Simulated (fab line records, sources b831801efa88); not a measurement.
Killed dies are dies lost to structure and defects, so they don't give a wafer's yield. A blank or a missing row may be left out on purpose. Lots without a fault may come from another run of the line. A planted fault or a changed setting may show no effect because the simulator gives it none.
fab line records | flow gf180mcu
record lots=5 wafers=15 last_day=33
route steps=602 shown V4@478 MIM@503
lots that met no fault: from a run of the same line without faults
start_h: hours from the record's first day to the start of the lot's first wafer shown | wait_h: hours since the lot's step before | " the same as in the row above | L1.1+2: a row that stands for several wafers | - no value, or no start given | * or withheld: withheld | < > ~ a bound
route shown NAME@n: a module of which the file shows steps, and the number in the route of the first | usual: mean/standard deviation of fault-free wafers | same: alike in all rows | chamber/n: place in a boat | sites: the reading at each site | _std_site: their standard deviation | _edge_site: outer sites' mean less inner sites' | radius_mm: how far each site lies from the wafer's centre | mask NAME#n: copy n | behind: the tool/chamber that last shaped the wafer | hold: why the lot was held/for how many hours/how that ended | device: the transistor (n, p or np) that didn't switch | end of line: the same wafers' tests at the end of the route | a step without rows: its recipe alone | killed: dies lost to structure and defects at the first sort, not the wafer's yield | map: a wafer's dies, x killed, . not, _ none there
set.NAME: the setting as run; set.NAME@STEP: as run at that earlier step | model.NAME: the simulator's own value behind a step, which no gauge read
lots at some steps of the route; a table a step, a row a wafer
services: from which hour (start_h, from the record's first day; less than 0 if before it) a tool's chamber was out of use, for how many hours, and why
## steps
# step GF_V4_CVD_02
# recipe material=SiO2 target_thk_nm=850 precursor=TEOS temp_c=400 time_s=94.851 rf_w=600
# usual heater_power_w=663/85 susceptor_temp_C=400.00/0.22
# columns lot.wafer tool chamber start_h wait_h heater_power_w susceptor_temp_C
L075.2 pecvd-03 2 544.87 0.0 604 400.32
L075.5 " 1 " " 614 400.18
L075.6 " 0 " " 580 399.83
L081.2 pecvd-04 2 596.72 0.0 575 400.07
L081.3 " 0 " " 788 400.20
L081.5 " 2 " " 621 399.83
L085.1 pecvd-03 0 629.00 0.1 640 400.38
L085.4 " 2 " " 532 399.96
L085.6 " 1 " " 657 399.71
L090.2 pecvd-03 1 664.76 0.0 813 400.13
L090.4 " 0 " " 602 400.42
L090.5 " 1 " " 642 400.06
L091.1 pecvd-03 1 669.91 0.1 810 399.55
L091.3 " 2 " " 653 399.92
L091.6 " 1 " " 628 399.87
# step GF_V4_THK_MEAS_03
# recipe reads=SiO2_of_V4_CVD_02
# usual V4_CVD_02_THK=843/11
# columns lot.wafer tool chamber start_h wait_h V4_CVD_02_THK[nm]
L075.2 film_metro-04 - 544.95 0.0 838
L075.5 " - " " 842
L075.6 " - " " 852
L081.2 film_metro-01 - 596.80 0.0 838
L081.3 " - " " 832
L081.5 " - " " 855
L085.1 film_metro-01 - 629.07 0.0 843
L085.4 " - " " 859
L085.6 " - " " 850
L090.2 film_metro-04 - 664.84 0.0 835
L090.4 " - " " 849
L090.5 " - " " 835
L091.1 film_metro-04 - 669.98 0.0 831
L091.3 " - " " 837
L091.6 " - " " 840
# step GF_V4_CMP_04
# recipe material=SiO2 down_force_psi=4 platen_rpm=60 pad_velocity_m_s=0.94248
# usual head_pressure_psi=4.001/0.0082 motor_current_A=11.7/1.1 time_to_endpoint_s=79/5.3
# columns lot.wafer tool chamber start_h wait_h head_pressure_psi motor_current_A time_to_endpoint_s
L075.2 cmp-01 2 545.05 0.1 4.008 12.3 79
L075.5 " 1 " " 3.992 9.9 79
L075.6 " 2 " " 4.002 12.2 84
L081.3 cmp-02 0 596.90 0.1 4.001 12.3 78
L081.2 " 1 " " 3.991 11.1 81
L081.5 " 0 " " 4.006 13.0 86
L085.4 cmp-02 2 629.18 0.1 3.998 11.6 81
L085.1 " 3 " " 4.005 12.1 75
L085.6 " 2 " " 4.012 12.3 80
L090.4 cmp-02 1 664.89 0.0 3.996 10.9 80
L090.2 " 2 " " 3.982 12.6 75
L090.5 " 2 " " 3.984 11.8 74
L091.3 cmp-01 3 670.14 0.1 3.994 12.8 74
L091.1 " 0 " " 4.021 11.0 77
L091.6 " 2 " " 3.994 12.7 76
# step GF_V4_BOW_MEAS_05
# recipe mode=bow
# usual V4_BOW=132/9.3
# columns lot.wafer tool chamber start_h wait_h V4_BOW[um]
L075.2 film_metro-03 - 545.32 0.2 136
L075.5 " - " " 122
L075.6 " - " " 130
L081.2 film_metro-03 - 597.17 0.2 130
L081.3 " - " " 120
L081.5 " - " " 131
L085.1 film_metro-03 - 629.43 0.1 146
L085.4 " - " " 141
L085.6 " - " " 135
L090.2 film_metro-03 - 665.21 0.2 146
L090.4 " - " " 140
L090.5 " - " " 138
L091.1 film_metro-03 - 670.34 0.1 145
L091.3 " - " " 140
L091.6 " - " " 145
# step GF_V4_DEHYDRATE_06
# recipe temp_c=200 time_s=60
# columns lot.wafer tool chamber start_h wait_h
L075.2+5+6 litho_track-04 0 555.62 10.3
L081.2+3+5 litho_track-04 0 607.02 9.8
L085.1+4+6 litho_track-03 0 638.65 9.2
L090.2+4+5 litho_track-04 0 673.87 8.6
L091.1+3+6 litho_track-03 0 679.50 9.1
# step GF_V4_HMDS_07
# recipe prime_time_s=60 prime_temp_c=120
# same prime_time_s=60
# columns lot.wafer tool chamber start_h wait_h
L075.2+5+6 litho_track-04 0 555.77 0.1
L081.2+3+5 litho_track-04 0 607.17 0.1
L085.1+4+6 litho_track-03 0 638.80 0.1
L090.2+4+5 litho_track-04 0 674.02 0.1
L091.1+3+6 litho_track-03 0 679.65 0.1
# step GF_V4_COAT_08
# recipe resist=BARC temp_c=withheld time_s=withheld spin_rpm=withheld resist_thk_nm=withheld
# columns lot.wafer tool chamber start_h wait_h
L075.2+5+6 litho_track-04 0 555.92 0.1
L081.2+3+5 litho_track-04 0 607.32 0.1
L085.1+4+6 litho_track-03 0 638.95 0.1
L090.2+4+5 litho_track-04 0 674.17 0.1
L091.1+3+6 litho_track-03 0 679.80 0.1
# step GF_V4_COAT_09
# recipe resist=KrF spin_rpm=withheld resist_thk_nm=1000
# columns lot.wafer tool chamber start_h wait_h
L075.2+5+6 litho_track-04 0 - -
L081.2+3+5 litho_track-04 0 - -
L085.1+4+6 litho_track-03 0 - -
L090.2+4+5 litho_track-04 0 - -
L091.1+3+6 litho_track-03 0 - -
# step GF_V4_SOFTBAKE_10
# recipe temp_c=130 time_s=60 resist=KrF
# columns lot.wafer tool chamber start_h wait_h
L075.2+5+6 litho_track-04 0 - -
L081.2+3+5 litho_track-04 0 - -
L085.1+4+6 litho_track-03 0 - -
L090.2+4+5 litho_track-04 0 - -
L091.1+3+6 litho_track-03 0 - -
# step GF_V4_EXPOSE_11
# recipe mask_id=Via4 target_cd_nm=260 na=0.68 source_shape=conventional sigma_outer=0.6 dose_mj=38
# usual exposure_dose_mJ_cm2=37.97/0.037
# columns lot.wafer tool chamber start_h wait_h mask exposure_dose_mJ_cm2
L075.2 krf_scanner-02 0 - - Via4#0 37.90
L075.5 " 0 " " Via4#0 37.95
L075.6 " 0 " " Via4#0 37.96
L081.2 krf_scanner-02 0 - - Via4#0 38.02
L081.3 " 0 " " Via4#0 38.06
L081.5 " 0 " " Via4#0 38.03
L085.1 krf_scanner-01 0 - - Via4#0 37.96
L085.4 " 0 " " Via4#0 37.93
L085.6 " 0 " " Via4#0 37.99
L090.2 krf_scanner-02 0 - - Via4#0 37.91
L090.4 " 0 " " Via4#0 37.94
L090.5 " 0 " " Via4#0 37.95
L091.1 krf_scanner-01 0 - - Via4#0 38.00
L091.3 " 0 " " Via4#0 37.97
L091.6 " 0 " " Via4#0 37.99
# step GF_V4_PEB_12
# recipe peb_temp_c=135 peb_time_s=90 resist=KrF
# columns lot.wafer tool chamber start_h wait_h
L075.2+5+6 litho_track-02 0 - -
L081.2+3+5 litho_track-03 0 - -
L085.1+4+6 litho_track-02 0 - -
L090.2+4+5 litho_track-02 0 - -
L091.1+3+6 litho_track-02 0 - -
# step GF_V4_DEVELOP_13
# recipe develop_time_s=60 resist=KrF dev_temp_c=21
# columns lot.wafer tool chamber start_h wait_h
L075.2+5+6 litho_track-02 0 567.39 0.2
L081.2+3+5 litho_track-03 0 618.03 0.2
L085.1+4+6 litho_track-02 0 649.21 0.2
L090.2+4+5 litho_track-02 0 684.29 0.2
L091.1+3+6 litho_track-02 0 689.36 0.2
# step GF_V4_CD_MEAS_14
# recipe target_cd_nm=260
# usual cd_nm=260.0/1.2
# columns lot.wafer tool chamber start_h wait_h cd_nm
L075.2 cd_sem-02 - 567.53 0.1 261.1
L075.5 " - " " 260.4
L075.6 " - " " 259.1
L081.2 cd_sem-02 - 618.17 0.1 261.5
L081.3 " - " " 261.7
L081.5 " - " " 260.6
L085.1 cd_sem-02 - 649.36 0.1 259.8
L085.4 " - " " 259.1
L085.6 " - " " 259.6
L090.2 cd_sem-02 - 684.43 0.1 261.6
L090.4 " - " " 261.5
L090.5 " - " " 260.5
L091.1 cd_sem-01 - 689.51 0.1 260.8
L091.3 " - " " 261.4
L091.6 " - " " 260.9
# step GF_V4_OVL_MEAS_15
# usual V4_OVL=-2/4.8
# columns lot.wafer tool chamber start_h wait_h V4_OVL[nm]
L075.2 overlay-02 - 567.64 0.1 -5
L075.5 " - " " -4
L075.6 " - " " 0
L081.2 overlay-01 - 618.28 0.1 -3
L081.3 " - " " -8
L081.5 " - " " 1
L085.1 overlay-02 - 649.48 0.1 4
L085.4 " - " " 1
L085.6 " - " " 5
L090.2 overlay-01 - 684.54 0.1 -1
L090.4 " - " " -2
L090.5 " - " " -6
L091.1 overlay-02 - 689.63 0.1 -3
L091.3 " - " " -5
L091.6 " - " " -5
# step GF_V4_ETCH_16
# recipe chemistry=N2/H2 target_depth_a=withheld overetch_a=withheld time_s=withheld target=BARC ion_energy_ev=200 source_w=500 bias_w=100 pressure_mtorr=30 n2_flow_sccm=100 h2_flow_sccm=200
# usual drypump_motor_current_A=5.8/0.46 oes_product_au=0.854/0.0049 throttle_valve_pct=13.226/0.0099
# columns lot.wafer tool chamber start_h wait_h drypump_motor_current_A oes_product_au throttle_valve_pct
L075.2 rie_diel-04 3 567.67 0.0 5.2 0.851 13.216
L075.5 " 3 " " 5.2 0.856 13.218
L075.6 " 2 " " 5.8 0.849 13.232
L081.2 rie_diel-04 3 618.31 0.0 5.3 0.861 13.234
L081.3 " 2 " " 5.8 0.846 13.231
L081.5 " 2 " " 5.8 0.848 13.222
L085.1 rie_diel-02 3 649.52 0.0 6.1 0.851 13.218
L085.4 " 2 " " 5.8 0.856 13.231
L085.6 " 3 " " 6.1 0.857 13.226
L090.2 rie_diel-01 2 684.57 0.0 5.4 0.855 13.219
L090.4 " 1 " " 5.4 0.857 13.234
L090.5 " 3 " " 5.4 0.846 13.230
L091.1 rie_diel-04 3 689.67 0.0 5.2 0.860 13.216
L091.3 " 1 " " 6.5 0.851 13.234
L091.6 " 1 " " 6.5 0.854 13.219
# step GF_V4_ETCH_17
# recipe chemistry=C4F8/O2/Ar mask_material=KrF target=SiO2 stop_on=TiN source_w=1500 bias_w=1200 pressure_mtorr=40 c4f8_flow_sccm=withheld O2_flow_sccm=6 Ar_flow_sccm=300 time_s=withheld target_depth_a=6300
# usual oes_product_au=0.857/0.0047
# columns lot.wafer tool chamber start_h wait_h oes_product_au
L075.2 rie_diel-04 3 - - 0.861
L075.5 " 3 " " 0.859
L075.6 " 2 " " 0.860
L081.2 rie_diel-04 3 - - 0.863
L081.3 " 2 " " 0.853
L081.5 " 2 " " 0.858
L085.1 rie_diel-02 3 - - 0.864
L085.4 " 2 " " 0.859
L085.6 " 3 " " 0.862
L090.2 rie_diel-01 2 - - 0.853
L090.4 " 1 " " 0.854
L090.5 " 3 " " 0.855
L091.1 rie_diel-04 3 - - 0.862
L091.3 " 1 " " 0.861
L091.6 " 1 " " 0.854
# step GF_V4_STRIP_18
# recipe chemistry=O2/N2 power_w=1400 pressure_mtorr=1500 platen_temp_c=250 o2_flow_sccm=3000 n2_flow_sccm=300 overash_fraction=0.5
# usual drypump_motor_current_A=5.51/0.24 heater_power_w=359/40 o2_flow_sccm=3000/8.8 oes_product_au=0.593/0.0046
# same overash_fraction=0.5
# columns lot.wafer tool chamber start_h wait_h drypump_motor_current_A heater_power_w o2_flow_sccm oes_product_au rf_hours_counter_h
L075.2 plasma_asher-01 1 567.80 - 5.51 310 3000 0.594 15
L075.5 " 0 " " 5.79 371 2996 0.591 -
L075.6 " 1 " " 5.53 318 3010 0.586 -
L081.2 plasma_asher-02 1 618.44 - 5.72 404 3012 0.579 52
L081.3 " 0 " " 5.46 334 3016 0.595 -
L081.5 " 0 " " 5.50 327 2991 0.598 -
L085.1 plasma_asher-01 1 649.65 - 5.50 311 3012 0.595 23
L085.4 " 1 " " 5.50 313 2992 0.590 -
L085.6 " 1 " " 5.50 317 3002 0.599 -
L090.2 plasma_asher-01 0 684.70 - 5.82 376 2989 0.590 27
L090.4 " 0 " " 5.81 384 2988 0.599 -
L090.5 " 0 " " 5.79 380 3005 0.600 -
L091.1 plasma_asher-02 0 689.80 - 5.47 335 3006 0.593 60
L091.3 " 1 " " 5.73 425 3006 0.590 -
L091.6 " 1 " " 5.75 425 3014 0.587 -
# step GF_V4_STRIP_19
# recipe chemistry=post_etch_residue_remover time_s=1200 temp_c=72.5
# columns lot.wafer tool chamber start_h wait_h
L075.2+5+6 wet_bench-04 1 567.90 0.1
L081.2+3+5 wet_bench-04 0 618.54 0.1
L085.1+4+6 wet_bench-01 1 649.75 0.1
L090.2+4+5 wet_bench-02 0 684.80 0.1
L091.1+3+6 wet_bench-01 0 689.90 0.1
# step GF_V4_CLEAN_20
# recipe chemistry=DIW dry=n2_spin
# columns lot.wafer tool chamber start_h wait_h
L075.2+5+6 wet_bench-02 1 568.27 0.0
L081.2+3+5 wet_bench-01 0 618.88 0.0
L085.1+4+6 wet_bench-02 1 650.09 0.0
L090.2+4+5 wet_bench-04 3 685.17 0.0
L091.1+3+6 wet_bench-02 0 690.24 0.0
# step GF_V4_SPUTTER_21
# recipe material=Ti target_thk_nm=15 chamber_pressure_pa=5 power_w=2500 substrate_temp_c=200 time_s=80.02
# usual throttle_valve_pct=29.5/0.88
# columns lot.wafer tool chamber start_h wait_h throttle_valve_pct
L075.2 pvd_sputter-03 - 568.36 0.0 29.0
L075.5 " - " " 28.7
L075.6 " - " " 28.8
L081.2 pvd_sputter-03 - 618.98 0.0 29.1
L081.3 " - " " 30.3
L081.5 " - " " 29.1
L085.1 pvd_sputter-04 - 650.18 0.0 29.6
L085.4 " - " " 29.2
L085.6 " - " " 29.3
L090.2 pvd_sputter-02 - 685.26 0.0 30.3
L090.4 " - " " 28.1
L090.5 " - " " 30.0
L091.1 pvd_sputter-03 - 690.33 0.0 29.9
L091.3 " - " " 28.6
L091.6 " - " " 30.4
# step GF_V4_SPUTTER_22
# recipe material=TiN target_thk_nm=10 chamber_pressure_pa=5 power_w=4000 time_s=40
# usual throttle_valve_pct=29.5/0.85
# columns lot.wafer tool chamber start_h wait_h throttle_valve_pct
L075.2 pvd_sputter-03 - 568.42 0.0 28.8
L075.5 " - " " 28.9
L075.6 " - " " 29.3
L081.2 pvd_sputter-03 - 619.04 0.0 29.1
L081.3 " - " " 30.4
L081.5 " - " " 28.9
L085.1 pvd_sputter-04 - 650.24 0.0 29.5
L085.4 " - " " 29.3
L085.6 " - " " 29.5
L090.2 pvd_sputter-02 - 685.32 0.0 30.4
L090.4 " - " " 27.9
L090.5 " - " " 30.2
L091.1 pvd_sputter-03 - 690.39 0.0 30.1
L091.3 " - " " 28.8
L091.6 " - " " 30.1
# step GF_V4_CVD_23
# recipe material=W target_thk_nm=350 time_s=104.9 temp_c=400 pressure_torr=40
# usual heater_power_w=816/42 susceptor_temp_C=400.01/0.24
# columns lot.wafer tool chamber start_h wait_h heater_power_w susceptor_temp_C
L075.2 cvd_w-01 1 568.46 0.0 789 399.98
L075.5 " 1 " " 769 399.78
L075.6 " 0 " " 802 399.99
L081.2 cvd_w-02 0 619.08 0.0 798 400.07
L081.3 " 0 " " 803 399.94
L081.5 " 1 " " 894 399.82
L085.1 cvd_w-02 1 650.28 0.0 853 400.14
L085.4 " 0 " " 808 399.90
L085.6 " 1 " " 893 400.27
L090.2 cvd_w-01 1 685.36 0.0 764 399.80
L090.4 " 0 " " 831 400.32
L090.5 " 0 " " 810 399.98
L091.1 cvd_w-02 0 690.43 0.0 821 400.21
L091.3 " 1 " " 893 399.94
L091.6 " 1 " " 890 400.28
# step GF_V4_RS_MEAS_24
# recipe thk_meas_gauge=four-point-probe reads=W_of_V4_CVD_23+TiN_of_V4_SPUTTER_22+Ti_of_V4_SPUTTER_21
# usual V4_W_RS=0.332/0.0045
# columns lot.wafer tool chamber start_h wait_h V4_W_RS[ohm/sq]
L075.2 film_metro-01 - 568.60 0.1 0.323
L075.5 " - " " 0.322
L075.6 " - " " 0.328
L081.2 film_metro-04 - 619.21 0.1 0.337
L081.3 " - " " 0.340
L081.5 " - " " 0.337
L085.1 film_metro-03 - 650.39 0.1 0.336
L085.4 " - " " 0.330
L085.6 " - " " 0.335
L090.2 film_metro-04 - 685.49 0.1 0.324
L090.4 " - " " 0.330
L090.5 " - " " 0.331
L091.1 film_metro-01 - 690.54 0.1 0.330
L091.3 " - " " 0.335
L091.6 " - " " 0.330
# step GF_V4_THK_MEAS_25
# recipe thk_meas_gauge=xrf reads=W_of_V4_CVD_23
# usual V4_W_THK=359/6.1
# columns lot.wafer tool chamber start_h wait_h V4_W_THK[nm]
L075.2 film_metro-01 - 568.71 0.1 363
L075.5 " - " " 367
L075.6 " - " " 360
L081.2 film_metro-04 - 619.32 0.1 352
L081.3 " - " " 349
L081.5 " - " " 352
L085.1 film_metro-03 - 650.51 0.1 361
L085.4 " - " " 369
L085.6 " - " " 364
L090.2 film_metro-04 - 685.60 0.1 371
L090.4 " - " " 365
L090.5 " - " " 363
L091.1 film_metro-01 - 690.66 0.1 361
L091.3 " - " " 352
L091.6 " - " " 358
# step GF_V4_CMP_26
# recipe stop_on=SiO2 down_force_psi=3.5 platen_rpm=60 t_overpolish_s=15 target_thk_nm=0 pad_velocity_m_s=0.94248
# usual head_pressure_psi=3.500/0.0077 motor_current_A=10.8/0.94 overpolish_run_s=14.999/0.0091 time_to_endpoint_s=87/3.8
# columns lot.wafer tool chamber start_h wait_h head_pressure_psi motor_current_A overpolish_run_s time_to_endpoint_s
L075.2 cmp-02 3 568.86 0.1 3.499 11.1 14.997 83
L075.5 " 1 " " 3.497 9.4 15.006 93
L075.6 " 2 " " 3.497 10.4 15.012 87
L081.2 cmp-02 3 619.37 0.0 3.502 11.4 14.988 79
L081.3 " 2 " " 3.499 11.1 14.975 78
L081.5 " 0 " " 3.477 11.4 14.996 86
L085.4 cmp-02 0 650.57 0.0 3.513 11.4 14.988 92
L085.1 " 2 " " 3.496 10.6 15.001 84
L085.6 " 1 " " 3.500 10.0 15.002 92
L090.4 cmp-01 0 685.65 0.0 3.497 9.9 15.016 88
L090.2 " 2 " " 3.491 12.3 14.993 86
L090.5 " 0 " " 3.497 10.3 14.995 88
L091.3 cmp-02 0 690.82 0.1 3.499 10.8 14.994 89
L091.1 " 1 " " 3.485 10.2 14.980 93
L091.6 " 2 " " 3.508 11.4 15.003 87
# step GF_MIM_SPUTTER_00
# recipe material=Ti target_thk_nm=37.5 arriving_ion_energy_ev=80 substrate_temp_c=200 chamber_pressure_pa=2 power_w=4000 time_s=150
# usual throttle_valve_pct=29.7/0.76
# columns lot.wafer tool chamber start_h wait_h throttle_valve_pct
L075.2 pvd_sputter-03 - 569.06 0.1 28.9
L075.5 " - " " 29.1
L075.6 " - " " 30.3
L081.2 pvd_sputter-04 - 619.67 0.2 29.6
L081.3 " - " " 29.5
L081.5 " - " " 29.5
L085.1 pvd_sputter-01 - 650.87 0.1 28.8
L085.4 " - " " 31.0
L085.6 " - " " 30.1
L090.2 pvd_sputter-04 - 685.95 0.1 29.2
L090.4 " - " " 29.7
L090.5 " - " " 30.9
L091.1 pvd_sputter-04 - 691.02 0.1 29.1
L091.3 " - " " 30.9
L091.6 " - " " 29.8
# step GF_MIM_SPUTTER_01
# recipe material=TiN target_thk_nm=30 power_w=6500 time_s=25 chamber_pressure_pa=0.4
# usual throttle_valve_pct=29.7/0.78
# columns lot.wafer tool chamber start_h wait_h throttle_valve_pct
L075.2 pvd_sputter-03 - 569.16 0.1 28.9
L075.5 " - " " 28.9
L075.6 " - " " 30.2
L081.2 pvd_sputter-04 - 619.77 0.1 29.8
L081.3 " - " " 29.5
L081.5 " - " " 29.2
L085.1 pvd_sputter-01 - 650.97 0.1 28.8
L085.4 " - " " 31.0
L085.6 " - " " 29.8
L090.2 pvd_sputter-04 - 686.05 0.1 29.2
L090.4 " - " " 29.5
L090.5 " - " " 31.1
L091.1 pvd_sputter-04 - 691.12 0.1 29.4
L091.3 " - " " 31.1
L091.6 " - " " 29.6
# step GF_MIM_SPUTTER_02
# recipe material=AlCu target_thk_nm=450 power_w=10600 time_s=23.9 chamber_pressure_pa=0.4
# usual throttle_valve_pct=29.7/0.77
# columns lot.wafer tool chamber start_h wait_h throttle_valve_pct
L075.2 pvd_sputter-03 - 569.19 0.0 28.8
L075.5 " - " " 29.0
L075.6 " - " " 30.2
L081.2 pvd_sputter-04 - 619.80 0.0 29.8
L081.3 " - " " 29.3
L081.5 " - " " 29.3
L085.1 pvd_sputter-01 - 651.00 0.0 28.8
L085.4 " - " " 31.1
L085.6 " - " " 29.9
L090.2 pvd_sputter-04 - 686.08 0.0 29.3
L090.4 " - " " 29.9
L090.5 " - " " 31.0
L091.1 pvd_sputter-04 - 691.15 0.0 29.0
L091.3 " - " " 31.1
L091.6 " - " " 29.7
# step GF_MIM_SPUTTER_03
# recipe material=Ti target_thk_nm=10 substrate_temp_c=300 chamber_pressure_pa=0.3 power_w=3000 time_s=6.7
# usual throttle_valve_pct=29.7/0.77
# columns lot.wafer tool chamber start_h wait_h throttle_valve_pct
L075.2 pvd_sputter-03 - 569.22 0.0 28.9
L075.5 " - " " 28.9
L075.6 " - " " 30.0
L081.2 pvd_sputter-04 - 619.83 0.0 29.5
L081.3 " - " " 29.4
L081.5 " - " " 29.2
L085.1 pvd_sputter-01 - 651.03 0.0 28.6
L085.4 " - " " 30.9
L085.6 " - " " 30.1
L090.2 pvd_sputter-04 - 686.11 0.0 29.4
L090.4 " - " " 29.3
L090.5 " - " " 31.1
L091.1 pvd_sputter-04 - 691.18 0.0 29.1
L091.3 " - " " 30.9
L091.6 " - " " 29.6
# step GF_MIM_SPUTTER_04
# recipe material=TiN target_thk_nm=50 power_w=6500 time_s=41.7 chamber_pressure_pa=0.4
# usual throttle_valve_pct=29.7/0.77
# columns lot.wafer tool chamber start_h wait_h throttle_valve_pct
L075.2 pvd_sputter-03 - 569.24 0.0 29.1
L075.5 " - " " 28.6
L075.6 " - " " 30.2
L081.2 pvd_sputter-04 - 619.85 0.0 29.6
L081.3 " - " " 29.1
L081.5 " - " " 29.3
L085.1 pvd_sputter-01 - 651.05 0.0 28.9
L085.4 " - " " 31.4
L085.6 " - " " 30.2
L090.2 pvd_sputter-04 - 686.13 0.0 29.2
L090.4 " - " " 29.5
L090.5 " - " " 30.9
L091.1 pvd_sputter-04 - 691.20 0.0 29.0
L091.3 " - " " 31.2
L091.6 " - " " 29.5
# step GF_MIM_CVD_05
# recipe material=Si3N4 target_thk_nm=42 temp_max_c=400 temp_c=385 time_s=29.086 rf_w=450
# usual heater_power_w=666/76 susceptor_temp_C=384.98/0.23
# columns lot.wafer tool chamber start_h wait_h heater_power_w susceptor_temp_C
L075.2 pecvd-01 0 569.28 0.0 690 384.68
L075.5 " 1 " " 694 384.78
L075.6 " 0 " " 698 384.51
L081.2 pecvd-03 0 619.89 0.0 597 384.63
L081.3 " 1 " " 727 384.67
L081.5 " 0 " " 609 384.95
L085.1 pecvd-01 0 651.09 0.0 655 384.89
L085.4 " 1 " " 677 385.19
L085.6 " 0 " " 661 384.87
L090.2 pecvd-02 1 686.17 0.0 688 385.31
L090.4 " 2 " " 547 385.43
L090.5 " 0 " " 755 385.47
L091.1 pecvd-02 1 691.24 0.0 659 384.77
L091.3 " 0 " " 714 384.95
L091.6 " 2 " " 642 385.18
# step GF_MIM_THK_MEAS_06
# recipe reads=Si3N4_of_MIM_CVD_05
# usual MIM_CVD_05_THK=42.1/0.69
# columns lot.wafer tool chamber start_h wait_h MIM_CVD_05_THK[nm]
L075.2 film_metro-01 - 569.32 0.0 42.1
L075.5 " - " " 42.7
L075.6 " - " " 43.1
L081.2 film_metro-04 - 619.93 0.0 41.2
L081.3 " - " " 41.4
L081.5 " - " " 41.9
L085.1 film_metro-02 - 651.13 0.0 41.5
L085.4 " - " " 42.1
L085.6 " - " " 42.1
L090.2 film_metro-04 - 686.22 0.0 41.6
L090.4 " - " " 42.8
L090.5 " - " " 43.1
L091.1 film_metro-02 - 691.28 0.0 41.4
L091.3 " - " " 42.7
L091.6 " - " " 42.6
# step GF_MIM_SPUTTER_07
# recipe material=TiN target_thk_nm=60 power_w=6500 time_s=50 chamber_pressure_pa=0.4
# usual throttle_valve_pct=29.9/0.84
# columns lot.wafer tool chamber start_h wait_h throttle_valve_pct
L075.2 pvd_sputter-01 - 569.37 0.0 31.2
L075.5 " - " " 31.0
L075.6 " - " " 28.7
L081.2 pvd_sputter-01 - 619.98 0.0 28.8
L081.3 " - " " 29.7
L081.5 " - " " 30.9
L085.1 pvd_sputter-03 - 651.19 0.1 30.2
L085.4 " - " " 30.4
L085.6 " - " " 28.8
L090.2 pvd_sputter-01 - 686.27 0.0 31.3
L090.4 " - " " 28.8
L090.5 " - " " 29.8
L091.1 pvd_sputter-01 - 691.34 0.1 30.9
L091.3 " - " " 28.9
L091.6 " - " " 29.7
# step GF_MIM_SPUTTER_08
# recipe material=AlCu target_thk_nm=200 power_w=10600 time_s=10.6 chamber_pressure_pa=0.4
# usual throttle_valve_pct=29.9/0.83
# columns lot.wafer tool chamber start_h wait_h throttle_valve_pct
L075.2 pvd_sputter-01 - 569.41 0.0 31.0
L075.5 " - " " 31.3
L075.6 " - " " 28.9
L081.2 pvd_sputter-01 - 620.03 0.0 28.6
L081.3 " - " " 29.9
L081.5 " - " " 31.1
L085.1 pvd_sputter-03 - 651.23 0.0 30.3
L085.4 " - " " 30.3
L085.6 " - " " 28.6
L090.2 pvd_sputter-01 - 686.31 0.0 31.1
L090.4 " - " " 28.9
L090.5 " - " " 30.0
L091.1 pvd_sputter-01 - 691.38 0.0 30.6
L091.3 " - " " 29.0
L091.6 " - " " 30.1
# step GF_MIM_SPUTTER_09
# recipe material=TiN target_thk_nm=35 power_w=6500 time_s=29.2 chamber_pressure_pa=0.4
# usual throttle_valve_pct=29.9/0.82
# columns lot.wafer tool chamber start_h wait_h throttle_valve_pct
L075.2 pvd_sputter-01 - 569.44 0.0 31.1
L075.5 " - " " 30.8
L075.6 " - " " 29.0
L081.2 pvd_sputter-01 - 620.05 0.0 28.9
L081.3 " - " " 30.1
L081.5 " - " " 31.2
L085.1 pvd_sputter-03 - 651.25 0.0 30.5
L085.4 " - " " 30.1
L085.6 " - " " 28.9
L090.2 pvd_sputter-01 - 686.33 0.0 31.3
L090.4 " - " " 28.7
L090.5 " - " " 29.7
L091.1 pvd_sputter-01 - 691.40 0.0 30.8
L091.3 " - " " 28.6
L091.6 " - " " 30.0
# step GF_MIM_RS_MEAS_10
# recipe thk_meas_gauge=four-point-probe reads=TiN_of_MIM_SPUTTER_09+AlCu_of_MIM_SPUTTER_08+TiN_of_MIM_SPUTTER_07
# usual MIM_ALCU_RS=0.1588/0.0024
# columns lot.wafer tool chamber start_h wait_h MIM_ALCU_RS[ohm/sq]
L075.2 film_metro-02 - 569.49 0.0 0.1604
L075.5 " - " " 0.1599
L075.6 " - " " 0.1609
L081.2 film_metro-02 - 620.10 0.0 0.1563
L081.3 " - " " 0.1560
L081.5 " - " " 0.1539
L085.1 film_metro-04 - 651.29 0.0 0.1563
L085.4 " - " " 0.1573
L085.6 " - " " 0.1541
L090.2 film_metro-02 - 686.39 0.0 0.1590
L090.4 " - " " 0.1582
L090.5 " - " " 0.1602
L091.1 film_metro-04 - 691.44 0.0 0.1595
L091.3 " - " " 0.1584
L091.6 " - " " 0.1590
# step GF_MIM_THK_MEAS_11
# recipe thk_meas_gauge=xrf reads=AlCu_of_MIM_SPUTTER_08
# usual MIM_ALCU_THK=204/3
# columns lot.wafer tool chamber start_h wait_h MIM_ALCU_THK[nm]
L075.2 film_metro-02 - 569.60 0.1 203
L075.5 " - " " 204
L075.6 " - " " 202
L081.2 film_metro-02 - 620.21 0.1 208
L081.3 " - " " 206
L081.5 " - " " 211
L085.1 film_metro-04 - 651.41 0.1 207
L085.4 " - " " 206
L085.6 " - " " 208
L090.2 film_metro-02 - 686.50 0.1 205
L090.4 " - " " 204
L090.5 " - " " 202
L091.1 film_metro-04 - 691.56 0.1 202
L091.3 " - " " 203
L091.6 " - " " 202
# step GF_MIM_DEHYDRATE_12
# recipe temp_c=200 time_s=60
# columns lot.wafer tool chamber start_h wait_h
L075.2+5+6 litho_track-01 0 579.86 10.3
L081.2+3+5 litho_track-02 0 629.79 9.6
L085.1+4+6 litho_track-02 0 660.71 9.3
L090.2+4+5 litho_track-03 0 694.68 8.2
L091.1+3+6 litho_track-01 0 700.48 8.9
## services
# columns tool chamber start_h hours kind
pvd_sputter-03 - 534.74 2.1 repair
pvd_sputter-04 - 538.45 1.1 repair
pvd_sputter-01 - 538.66 1.0 repair
rie_diel-04 1 552.87 1.2 repair
cvd_w-02 1 553.02 6.0 repair
wet_bench-02 - 553.15 1.2 repair
cmp-01 - 559.30 2.6 repair
krf_scanner-02 - 561.70 1.3 pm
cmp-02 - 561.86 5.4 pm
cmp-01 - 572.00 4.0 pm
cmp-01 - 588.20 10.0 pm
pecvd-03 - 591.12 14.0 pm
pvd_sputter-04 - 592.63 4.2 repair
cvd_w-02 - 596.16 4.0 repair
cmp-01 - 600.53 0.8 repair
pecvd-03 0 604.65 4.2 repair
pvd_sputter-01 - 626.63 1.2 repair
pecvd-03 - 635.84 1.4 repair
rie_diel-04 1 647.82 1.6 repair
cmp-02 - 661.53 0.6 repair
cmp-02 - 662.32 2.4 repair
rie_diel-04 2 670.95 12.2 repair
rie_diel-04 0 672.68 9.5 repair
pecvd-03 - 674.55 5.5 pm
## key
fault none
